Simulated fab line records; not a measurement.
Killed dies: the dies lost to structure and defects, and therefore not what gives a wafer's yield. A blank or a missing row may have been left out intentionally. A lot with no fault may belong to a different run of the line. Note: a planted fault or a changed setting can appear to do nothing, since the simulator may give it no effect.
Comparing a struck lot with a sound one ; flow sky130 ; 15 steps out of a route of 708
Sound: wafers L607.2, L607.4, L607.6. Wafers struck: L611.4, L611.5, L611.6. At the end, the cause is stated.
Per side, at each step with rows, come the tool, then ch with its chambers, and then its first start. Under that, the readings that differ: sound wafers ; struck wafers ; difference of the means ; sigmas: that difference in standard deviations of wafers without a fault.
alike: readings with means less than 2 such deviations apart, plus words and numbers identical on both sides. not compared: withheld readings, readings lacking a value on some wafer, bounds such as >300 that could conceal the same value, and numbers that have no deviation in the record and whose values overlap.
The two part at a step that has a row with sigmas, a row that says differs or no value, or rows on one side only. Non-overlapping numbers with no deviation appear without sigmas and do not part them. A reading that every wafer of one side lacks parts them only if that side has two wafers or more.

first, 3 steps without rows for these wafers: SKY_GATE_OXIDE_CLEAN_15 (cleans in SC1/SC2, time 150 s); SKY_GATE_OXIDE_OXIDATION_16 (stabilise 600 s, purge 300 s, target thk 3.57 nm); SKY_POLY_GATE_CVD_00 (deposits poly-Si, target thk 180 nm, time 720 s).
SKY_POLY_GATE_THK_MEAS_01:
  sound on film-metro-01 at day 16 21:47; struck on film-metro-02 at day 18 13:59
  alike: POLY_GATE_CVD_00_THK
then, 8 steps without rows for these wafers: SKY_RES_PROTECT_DEHYDRATE_00 (time 60 s); SKY_RES_PROTECT_HMDS_01 (prime time 60 s); SKY_RES_PROTECT_COAT_02 (resist thk 1140 nm); SKY_RES_PROTECT_SOFTBAKE_03 (time 60 s); SKY_RES_PROTECT_EXPOSE_04 (exposes mask RPM, target cd 1270 nm); SKY_RES_PROTECT_PEB_05; SKY_RES_PROTECT_DEVELOP_06 (develop time 60 s); SKY_POLY_GATE_IMPLANT_02.
SKY_RES_PROTECT_STRIP_07: strips in O2/N2.
  sound on plasma-asher-03 ch 0,1, day 18 03:05; struck on plasma-asher-01 ch 0,1, day 19 21:47
  no value came back on the struck wafers for any of 5 readings (chamber-pressure-mTorr (mTorr), drypump-motor-current-A (A) and others); on the sound wafers chamber-pressure-mTorr (mTorr) reads 1497.5 1499.6 1498.4
reading;sound;struck;difference;sigmas
model.NOVOLAK_of_RES_PROTECT_COAT_02.thk-nm (nm);0 0 0;1142 1145 1145;+1144;
  not compared: rf-hours-counter-h
SKY_RES_PROTECT_TW_MEAS_08:
  sound on film-metro-04 at day 18 03:11; struck on film-metro-04 at day 19 21:53
  alike: POLY_GATE_TW
-- a jump in the record: the struck wafers' starts before and after are 29 days apart (it breaks off in module RES_PROTECT and resumes in module PAD_OPEN, where the first step shown is number 708 of the route) --
SKY_PAD_OPEN_PROBE_99:
  sound on prober-02 at day 48 00:40; struck on prober-02 at day 49 02:44
reading;sound;struck;difference;sigmas
hold;- - -;await-dispo/5.4h/scrap await-dispo/5.4h/scrap await-dispo/5.4h/scrap;no value on the sound wafers;
killed-at-front-end;16 15 17;412 437 427;+409;+95
killed-dies;94 93 85;492 492 492;+401;+40
killed-on-rim;18 18 14;96 96 96;+79;+21
  alike: killed_at_M0_to_M3, killed_at_M4_up, killed-at-contacts, killed-at-other, killed-open, killed-short

## WHERE THEY PART
Last at SKY_PAD_OPEN_PROBE_99 as far as this record goes, first at SKY_RES_PROTECT_STRIP_07.

WHY: what the simulator had put in
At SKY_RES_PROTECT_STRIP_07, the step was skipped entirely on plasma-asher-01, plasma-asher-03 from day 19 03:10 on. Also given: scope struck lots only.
